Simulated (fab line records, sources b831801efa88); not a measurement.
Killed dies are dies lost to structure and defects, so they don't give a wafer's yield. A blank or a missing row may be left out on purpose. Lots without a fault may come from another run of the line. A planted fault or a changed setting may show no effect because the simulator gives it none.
One fault seen from 2 desks | flow gf180mcu | each desk has only its own numbers; what lay behind them comes last

THE TOOL OWNER'S DESK: pvd_sputter-03
The tool's own readings at GF_M3_SPUTTER_02 (material AlCu, target thk 450 nm, time 23.9 s): means of the sampled wafers that have a number, for each lot that ran on this tool. A lot is out of limits, marked OUT, if its mean lies more than 4 standard deviations from the usual mean; the brackets give that distance.
Columns: A = chamber_pressure_pa at GF_M3_SPUTTER_02, usual 0.4001 Pa; B = throttle_valve_pct at GF_M3_SPUTTER_02, usual 30.1 %
lot  | first seen here | A                | B
L515 | day 20 03:42    | 0.4003           | 29.4
L516 | day 21 01:43    | 0.4000           | 30.1
L521 | day 22 15:41    | 0.4004           | 29.8
L528 | day 25 02:48    | 0.3779 (-26) OUT | 31.6
L529 | day 25 10:18    | 0.3777 (-26) OUT | 31.2
This desk's finding: out of limits on L528, L529; first on L528, day 25 02:48 (chamber_pressure_pa at GF_M3_SPUTTER_02). In limits: L515, L516, L521.

THE METROLOGY DESK
What the gauges read, lot by lot, whatever tool the lot ran on: means of the sampled wafers that have a number. A lot is out of limits, marked OUT, if its mean lies more than 4 standard deviations from the usual mean; the brackets give that distance.
Columns: A = cd_nm at GF_V2_CD_MEAS_14, usual 259.6 nm; B = V2_W_THK at GF_V2_THK_MEAS_25, usual 341 nm; C = M3_ALCU_THK at GF_M3_THK_MEAS_06, usual 451 nm
lot  | first seen here | A     | B   | C
L515 | day 20 02:05    | 259.3 | 344 | 454
L516 | day 21 00:04    | 259.8 | 338 | 446
L517 | day 21 03:31    | 257.5 | 345 | 455
L518 | day 21 06:33    | 256.7 | 336 | 446
L519 | day 22 02:43    | 261.4 | 345 | 452
L521 | day 22 14:01    | 259.8 | 338 | 446
L528 | day 25 01:09    | 261.0 | 339 | 449
L529 | day 25 08:39    | 260.4 | 341 | 449
L532 | day 26 05:36    | 259.6 | 328 | 453
L533 | day 26 15:56    | 258.6 | 348 | 450
L534 | day 26 20:38    | 260.4 | 335 | 459
L535 | day 27 02:05    | 260.8 | 342 | 455
L538 | day 27 22:49    | 258.6 | 343 | 451
This desk's finding: nothing out of limits on any of the 13 lots.

PUT TOGETHER
The tool owner's desk could have raised an alarm at day 25 02:48, on L528, L529.
The metrology desk saw nothing out of limits.
The metrology desk has L528, L529 on record, within its limits.
Of the lots named, all ran GF_M3_SPUTTER_02 on pvd_sputter-03.

WHAT THE SIMULATOR HAD PUT IN
Process parameter drift: pvd_sputter-03, from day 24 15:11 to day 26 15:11, at GF_M3_SPUTTER_02. Setting chamber_pressure_pa, moved by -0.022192, from 0.4. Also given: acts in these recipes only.
Lots struck among those shown: L528, L529.
Hours from the fault's start to each desk's first reading out of limits: the tool owner's desk, 12.
